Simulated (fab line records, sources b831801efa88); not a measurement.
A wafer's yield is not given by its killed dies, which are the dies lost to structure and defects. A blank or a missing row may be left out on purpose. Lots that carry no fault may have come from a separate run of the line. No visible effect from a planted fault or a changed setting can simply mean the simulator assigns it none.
Which tool did it? | flow sky130 | 18 wafers from 6 lots sampled at 3 of the route's 708 steps

== WHAT THE GAUGES READ, wafer by wafer ==
SKY_VT_ADJUST_NCORE_TW_MEAS_11.
lot  | measured     | on           | VT_ADJUST_NCORE_TW
L326 | day 8 20:43  | filmMetro-03 | 222.5 220.6 219.5
L333 | day 10 21:19 | filmMetro-03 | 30.1 30.1 30.3
L338 | day 12 09:18 | filmMetro-01 | 217.4 216.8 218.0
L341 | day 13 10:33 | filmMetro-01 | 218.7 217.0 218.6
L344 | day 14 06:04 | filmMetro-03 | 218.8 219.2 220.6
L347 | day 14 23:17 | filmMetro-01 | 216.5 216.7 217.2

== WHAT TOOL EACH LOT RAN ON (gives the tool, then ch and the chambers of the sampled wafers, and finally the start) ==
lot  | SKY_VT_ADJUST_LVTN_STRIP_20         | SKY_VT_ADJUST_NCORE_STRIP_10
L326 | plasmaAsher-01 ch 0,1, day 8 00:24  | plasmaAsher-02 ch 0,1, day 8 20:37
L333 | plasmaAsher-03 ch 0,1, day 9 22:45  | plasmaAsher-02 ch 0,1, day 10 21:13
L338 | plasmaAsher-02 ch 0,1, day 11 08:56 | plasmaAsher-01 ch 0,1, day 12 09:11
L341 | plasmaAsher-02 ch 1, day 12 09:03   | plasmaAsher-04 ch 0,1, day 13 10:26
L344 | plasmaAsher-03 ch 0,1, day 13 04:48 | plasmaAsher-01 ch 0,1, day 14 05:58
L347 | plasmaAsher-03 ch 0, day 13 21:15   | plasmaAsher-02 ch 1, day 14 23:11
- SKY_VT_ADJUST_LVTN_STRIP_20: strips in O2/N2.
- SKY_VT_ADJUST_NCORE_STRIP_10: strips in O2/N2.

== THE ANSWER, worked out from the rows above alone ==
Rule: the lots themselves supply what counts as usual. The widest of any qualifying gaps counts: lots, ordered by their means at a reading, are off when they make up no more than a third of the lots, leave a main group of 4 or more, and stand apart from it by 3 or more times the standard deviation of that group's means. A main group is skipped when, at the precision printed for the reading in the tables above, its means are all equal. A lot without any number at a reading at which 4 lots or more have one is off too. All remaining lots with rows at the step are treated as sound.
Off: L333, at SKY_VT_ADJUST_NCORE_TW_MEAS_11 (VT_ADJUST_NCORE_TW). The main group: mean 218.5, standard deviation 1.5.
A tool fits if, at a process step before that reading, it ran every lot that is off, and no sound lot after the first of them. The gauges at SKY_VT_ADJUST_NCORE_TW_MEAS_11 are tried like those tools. Not one of the candidates tried fits.

== WHAT HAD BEEN PUT IN BY THE SIMULATOR ==
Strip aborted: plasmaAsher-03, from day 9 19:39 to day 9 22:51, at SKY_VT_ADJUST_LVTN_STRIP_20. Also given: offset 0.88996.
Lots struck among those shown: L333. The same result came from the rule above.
